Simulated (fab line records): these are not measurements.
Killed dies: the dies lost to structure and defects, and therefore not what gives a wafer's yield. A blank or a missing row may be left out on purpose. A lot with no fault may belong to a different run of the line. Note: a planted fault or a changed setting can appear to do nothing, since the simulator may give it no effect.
Struck lot and sound lot, side by side ; flow sky130 ; 15 steps out of a route of 708
Sound: these wafers, L641.3, L641.4, L641.5. Struck: wafers L650.3, L650.5, L650.6. The cause comes at the end.
At each step with rows: each side's tool, then ch and its chambers, then its first start. Under that, the readings that differ: sound wafers ; struck wafers ; difference of the means ; sigmas: that difference in standard deviations of wafers without a fault.
alike: a reading whose means differ by less than 2 such deviations, as well as words and numbers matching on both sides. not compared: withheld readings; readings where some wafer has no value; bounds like >300 that might hide an equal value; numbers whose values overlap and for which the record gives no deviation.
Wherever a step has rows on one side only, a row that says differs or no value, or a row with sigmas, the two part there. Numbers that don't overlap but have no deviation are shown without sigmas and don't part them. A reading missing from all wafers of one side parts the sides only when that side holds two or more wafers.

SKY_LDD_N_OVL_MEAS_07:
  struck on overlay-01, day 23 11:28; sound on overlay-01, day 20 09:29
  alike: LDD_N_OVL
then, 8 steps without rows for these wafers: SKY_LDD_N_IMPLANT_08; SKY_LDD_N_IMPLANT_09; SKY_LDD_N_IMPLANT_10; SKY_LDD_N_IMPLANT_11; SKY_LDD_N_IMPLANT_12; SKY_LDD_N_IMPLANT_13; SKY_LDD_N_IMPLANT_14; SKY_LDD_N_IMPLANT_15.
SKY_LDD_N_STRIP_16: strips in O2/N2.
  sound on plasma_asher-01 ch 0,1, day 20 10:44; struck on plasma_asher-01 ch 0,1, day 23 12:43
  alike: drypump_motor_current_A, oes_product_au, strip_time_to_endpoint_s
  not compared: rf_hours_counter_h
SKY_LDD_N_TW_MEAS_17:
  struck on film_metro-04, day 23 12:49; sound on film_metro-03, day 20 10:50
reading;sound;struck;difference;sigmas
LDD_N_TW;2588 2570 2585;2637 2632 2613;+46;+3
then, 1 step without rows for these wafers: SKY_LDD_P_DEHYDRATE_00 (time 60 s).
SKY_LDD_P_HMDS_01: prime time 60 s.
  sound on litho_track-01 ch 0, day 21 01:06; struck on litho_track-04 ch 0, day 24 03:53
reading;sound;struck;difference;sigmas
prime_temp_c (C);119.68 119.81 119.85;117.90 117.84 117.62;-1.99;-15
then, 1 step without rows for these wafers: SKY_LDD_P_COAT_02 (resist thk 1140 nm).
-- the record jumps here: 25 days lie between the struck wafers' starts before and after (it left off in module LDD_P and takes up again in module PAD_OPEN, whose first step shown is number 708 of the route) --
SKY_PAD_OPEN_PROBE_99:
  struck on prober-02, day 49 15:09; sound on prober-01, day 47 15:50
  alike: killed_at_M0_to_M3, killed_at_M4_up, killed_at_contacts, killed_at_front_end, killed_at_other, killed_dies, killed_open, killed_short

== WHERE THEY PART ==
Last at SKY_LDD_P_HMDS_01 as far as this record goes, first at SKY_LDD_N_TW_MEAS_17. Later steps at which nothing parts them and some readings are alike: SKY_PAD_OPEN_PROBE_99.

WHY: the cause the simulator had injected
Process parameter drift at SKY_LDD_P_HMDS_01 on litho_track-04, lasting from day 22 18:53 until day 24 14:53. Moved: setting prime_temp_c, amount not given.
